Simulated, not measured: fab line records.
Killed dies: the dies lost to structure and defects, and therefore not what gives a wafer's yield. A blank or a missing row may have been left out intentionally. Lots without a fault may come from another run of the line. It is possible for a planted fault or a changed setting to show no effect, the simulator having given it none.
Struck lot and sound lot, side by side    flow sky130    18 out of 708 route steps
Sound: the wafers L677.3, L677.5, L677.6. Wafers struck: L688.1, L688.5, L688.6. Last of all comes the cause.
Order at every step that has rows: each side's tool, ch and its chambers, its first start. Under that, the readings that differ: sound wafers    struck wafers    difference of the means    sigmas: that difference in standard deviations of wafers without a fault.
alike: same words and numbers on both sides, and readings whose means sit less than 2 such deviations apart. not compared: any withheld reading, any reading some wafer has no value for, any bound like >300 that may hide the same value, and any number with overlapping values for which the record gives no deviation.
The two part at a step that has a row with sigmas, a row that says differs or no value, or rows on one side only. Numbers that don't overlap but have no deviation are shown without sigmas and don't part them. Lack of a reading on every wafer of one side parts them only where that side has two or more wafers.

first, 3 steps without rows for these wafers: SKY_VT_ADJUST_HVTP_EXPOSE_04 (exposes mask HVTPM, target cd 380 nm); SKY_VT_ADJUST_HVTP_PEB_05; SKY_VT_ADJUST_HVTP_DEVELOP_06 (develop time 60 s).
SKY_VT_ADJUST_HVTP_CD_MEAS_07: the cd target is 380 nm.
  struck on cd-sem-02, day 9 23:58; sound on cd-sem-02, day 7 06:33
  alike: cd-nm
SKY_VT_ADJUST_HVTP_OVL_MEAS_08:
  struck on overlay-02, day 10 00:05; sound on overlay-01, day 7 06:38
  alike: VT_ADJUST_HVTP_OVL
next, for these wafers, 1 step has no rows: SKY_VT_ADJUST_HVTP_IMPLANT_09.
SKY_VT_ADJUST_HVTP_STRIP_10: strips in O2/N2.
  sound on plasma-asher-01 ch 0,1, day 7 06:51; struck on plasma-asher-01 ch 0,1, day 10 00:16
  alike: drypump-motor-current-A, oes-product-au, strip-time-to-endpoint-s
  not compared: rf-hours-counter-h
SKY_VT_ADJUST_HVTP_TW_MEAS_11:
  struck on film-metro-02, day 10 00:22; sound on film-metro-04, day 7 06:56
  alike: VT_ADJUST_HVTP_TW
then, 4 steps without rows for these wafers: SKY_VT_ADJUST_LVTN_DEHYDRATE_00 (time 60 s); SKY_VT_ADJUST_LVTN_HMDS_01 (prime time 60 s); SKY_VT_ADJUST_LVTN_COAT_02 (resist thk 3000 nm); SKY_VT_ADJUST_LVTN_SOFTBAKE_03.
SKY_VT_ADJUST_LVTN_EXPOSE_04: exposes mask NWM COMPLEMENT LESS NATIVE, target cd 840 nm.
  sound on iline-stepper-01 ch 0, day 7 17:10; struck on iline-stepper-02 ch 0, day 10 11:22
reading                                 sound              struck             difference  sigmas
model.VT_ADJUST_LVTN.overlay-x-nm (nm)  1.578 1.578 1.578  190.1 190.1 190.1  +188.5      
  alike: mask
then, 2 steps without rows for these wafers: SKY_VT_ADJUST_LVTN_PEB_05; SKY_VT_ADJUST_LVTN_DEVELOP_06 (develop time 60 s).
SKY_VT_ADJUST_LVTN_OVL_MEAS_07:
  struck on overlay-02, day 10 23:16; sound on overlay-01, day 8 02:49
reading                  sound        struck             difference  sigmas
VT_ADJUST_LVTN_OVL (nm)  2.0 1.7 4.0  190.8 189.1 190.9  +187.7      +99 or more
next, for these wafers, 1 step has no rows: SKY_VT_ADJUST_LVTN_IMPLANT_08.
-- here the record skips 39 days between the struck wafers' starts before and after, leaving off in module VT_ADJUST_LVTN and picking up in module PAD_OPEN (first step shown: number 708 of the route) --
SKY_PAD_OPEN_PROBE_99:
  struck on prober-02, day 49 17:50; sound on prober-01, day 47 02:15
reading                                     sound                    struck                   difference  sigmas
model.etest.sram-pfet-latch.off-log10-a-um  -13.15 -13.03 -12.96     -12.14 -12.46 -12.17     +0.79       
model.etest.sram-pfet-latch.vt-sat-v (V)    -0.7983 -0.7893 -0.7783  -0.7312 -0.7621 -0.7424  +0.0434     
  alike: killed_at_M0_to_M3, killed_at_M4_up, killed-at-contacts, killed-at-front-end, killed-at-other, killed-dies, killed-on-rim, killed-open, killed-short
  not compared: model.etest.sram-pfet-latch.vt-v

## WHERE THEY PART
Within this record, at SKY_VT_ADJUST_LVTN_OVL_MEAS_07 only. Later steps at which nothing parts them and some readings are alike: SKY_PAD_OPEN_PROBE_99.

WHY: what the simulator had put in
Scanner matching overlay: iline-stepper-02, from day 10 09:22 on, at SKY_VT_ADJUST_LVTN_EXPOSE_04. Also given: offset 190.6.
